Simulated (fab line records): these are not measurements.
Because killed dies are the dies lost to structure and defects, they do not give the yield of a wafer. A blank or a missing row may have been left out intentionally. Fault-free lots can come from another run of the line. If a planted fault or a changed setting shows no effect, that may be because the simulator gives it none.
What tool caused it? ; flow sky130 ; 11 lots, 33 wafers sampled, at 5 steps of a route of 708

WHAT THE GAUGES READ, wafer by wafer
SKY_POLY_GATE_THK_MEAS_04.
lot;measured;on;POLY_GATE_CVD_03_THK (nm)
L847;day 16 01:09;filmMetro-01;75.9 75.4 75.6
L848;day 16 19:16;filmMetro-01;75.5 75.4 75.2
L849;day 17 03:29;filmMetro-02;75.2 76.3 75.9
L851;day 17 16:40;filmMetro-02;75.1 75.6 74.4
L852;day 17 16:39;filmMetro-03;75.1 75.8 75.2
L855;day 18 15:48;filmMetro-01;75.6 75.6 75.7
L857;day 19 05:01;filmMetro-01;76.3 75.6 75.8
L863;day 21 04:02;filmMetro-03;74.2 74.7 75.0
L862;day 21 08:47;filmMetro-02;76.2 75.6 76.0
L865;day 21 21:44;filmMetro-02;74.4 74.0 73.9
L866;day 22 09:01;filmMetro-01;74.2 73.8 73.7

SKY_LDD_N_TW_MEAS_17.
lot;measured;on;LDD_N_TW
L847;day 18 13:17;filmMetro-02;2571 2569 2560
L848;day 19 14:40;filmMetro-03;2555 2551 2550
L849;day 19 20:19;filmMetro-03;2551 2565 2546
L851;day 20 09:30;filmMetro-03;2563 2563 2557
L852;day 20 09:00;filmMetro-03;2567 2565 2569
L855;day 21 11:26;filmMetro-03;2534 2540 2544
L857;day 21 23:35;filmMetro-04;2520 2514 2501
L863;day 23 19:59;filmMetro-03;2555 2568 2558
L862;day 24 01:51;filmMetro-03;2541 2538 2536
L865;day 24 13:39;filmMetro-04;2508 2503 2516
L866;day 24 23:12;filmMetro-02;2541 2543 2549

SKY_CONTACT_THK_MEAS_03.
lot;measured;on;CONTACT_HDPCVD_THK (nm)
L847;day 31 03:26;filmMetro-03;563 580 568
L848;day 32 01:38;filmMetro-03;567 561 564
L849;day 32 05:38;filmMetro-02;571 566 570
L851;day 32 21:11;filmMetro-03;566 556 561
L852;day 32 15:28;filmMetro-03;572 571 567
L855;day 33 15:53;filmMetro-04;564 564 562
L857;day 34 03:41;filmMetro-02;557 552 559
L863;day 35 18:32;filmMetro-03;547 554 547
L862;day 35 21:47;filmMetro-04;567 542 543
L865;day 36 10:12;filmMetro-03;558 533 534
L866;day 36 19:11;filmMetro-04;563 561 560

TOOL THAT RAN EACH LOT (tool first, then ch and the chambers of the sampled wafers, then the start)
lot;SKY_GATE_OXIDE_STRIP_13;SKY_CONTACT_HDPCVD_02
L847;plasmaAsher-03 ch 0,1, day 14 11:10;hdpcvd-02 ch 0,1,2, day 31 03:22
L848;plasmaAsher-03 ch 0,1, day 15 07:50;hdpcvd-01 ch 0,2, day 32 01:34
L849;plasmaAsher-04 ch 0,1, day 15 18:02;hdpcvd-02 ch 0,1, day 32 05:34
L851;plasmaAsher-02 ch 0,1, day 16 04:59;hdpcvd-01 ch 1,2, day 32 21:07
L852;plasmaAsher-04 ch 0,1, day 16 06:25;hdpcvd-02 ch 0,2, day 32 15:24
L855;plasmaAsher-03 ch 0,1, day 17 03:32;hdpcvd-02 ch 0,2, day 33 15:49
L857;plasmaAsher-03 ch 0,1, day 17 15:17;hdpcvd-01 ch 0,2, day 34 03:37
L863;plasmaAsher-04 ch 0,1, day 19 16:22;hdpcvd-01 ch 0,2, day 35 18:28
L862;plasmaAsher-04 ch 0,1, day 19 21:29;hdpcvd-02 ch 0,2, day 35 21:41
L865;plasmaAsher-04 ch 0,1, day 20 10:31;hdpcvd-02 ch 0,2, day 36 10:06
L866;plasmaAsher-02 ch 0,1, day 20 21:07;hdpcvd-01 ch 1,2, day 36 19:07
- SKY_GATE_OXIDE_STRIP_13: strips in O2/N2.
- SKY_CONTACT_HDPCVD_02: deposits SiO2, target thk 565 nm, time 94.2 s.

AS READ BY THE TOOLS THEMSELVES (means over the sampled wafers that have a number; for cases with no such wafer, the mark the record gives instead)
SKY_GATE_OXIDE_STRIP_13.
lot;tool;drypumpMotorCurrentA (A);oesProductAu (a.u.);stripTimeToEndpointS (s)
L847;plasmaAsher-03;5.8;0.714;14.19
L848;plasmaAsher-03;6.0;0.718;14.13
L849;plasmaAsher-04;5.3;0.718;14.17
L851;plasmaAsher-02;6.0;0.720;14.20
L852;plasmaAsher-04;5.3;0.712;14.15
L855;plasmaAsher-03;6.0;0.712;14.19
L857;plasmaAsher-03;6.0;0.714;14.23
L863;plasmaAsher-04;5.3;0.709;14.24
L862;plasmaAsher-04;5.3;0.715;14.19
L865;plasmaAsher-04;5.6;0.716;14.18
L866;plasmaAsher-02;6.0;0.712;14.16

SKY_CONTACT_HDPCVD_02.
lot;tool;runLengthS (s);susceptorTempC (C)
L847;hdpcvd-02;122.4;600.08
L848;hdpcvd-01;122.1;600.00
L849;hdpcvd-02;122.6;600.13
L851;hdpcvd-01;122.3;599.82
L852;hdpcvd-02;121.9;599.69
L855;hdpcvd-02;122.2;600.22
L857;hdpcvd-01;121.9;600.32
L863;hdpcvd-01;122.1;599.81
L862;hdpcvd-02;119.4;600.54
L865;hdpcvd-02;119.7;600.05
L866;hdpcvd-01;122.1;599.99

THE ANSWER, worked out from the rows above alone
Rule: the usual values come from the lots themselves. The widest of any qualifying gaps counts: lots, ordered by their means at a reading, are off when they make up no more than a third of the lots, leave a main group of 4 or more, and stand apart from it by 3 or more times the standard deviation of that group's means. Not used: any main group whose means are identical at the precision the tables above print for the reading. A lot without any number at a reading at which 4 lots or more have one is off too. The other lots that the step has rows for count as sound. Order of review: gauges by route order, followed by the tools' own readings, for which a lot's mean as printed above is used. The first step at which some lot is off is used, and at that step the reading that is off furthest; a lot without a number counts as furthest.
Off at SKY_CONTACT_HDPCVD_02 (runLengthS): L862, L865. The main group: mean 122.2 s, standard deviation 0.21.
If a tool, at that step or one of the process steps before it, ran each lot that is off and ran no sound lot following the first of them, it fits. Undecided on this evidence; 2 tools fit (plasmaAsher-04 at SKY_GATE_OXIDE_STRIP_13, hdpcvd-02 at SKY_CONTACT_HDPCVD_02).

WHAT WAS PUT IN BY THE SIMULATOR
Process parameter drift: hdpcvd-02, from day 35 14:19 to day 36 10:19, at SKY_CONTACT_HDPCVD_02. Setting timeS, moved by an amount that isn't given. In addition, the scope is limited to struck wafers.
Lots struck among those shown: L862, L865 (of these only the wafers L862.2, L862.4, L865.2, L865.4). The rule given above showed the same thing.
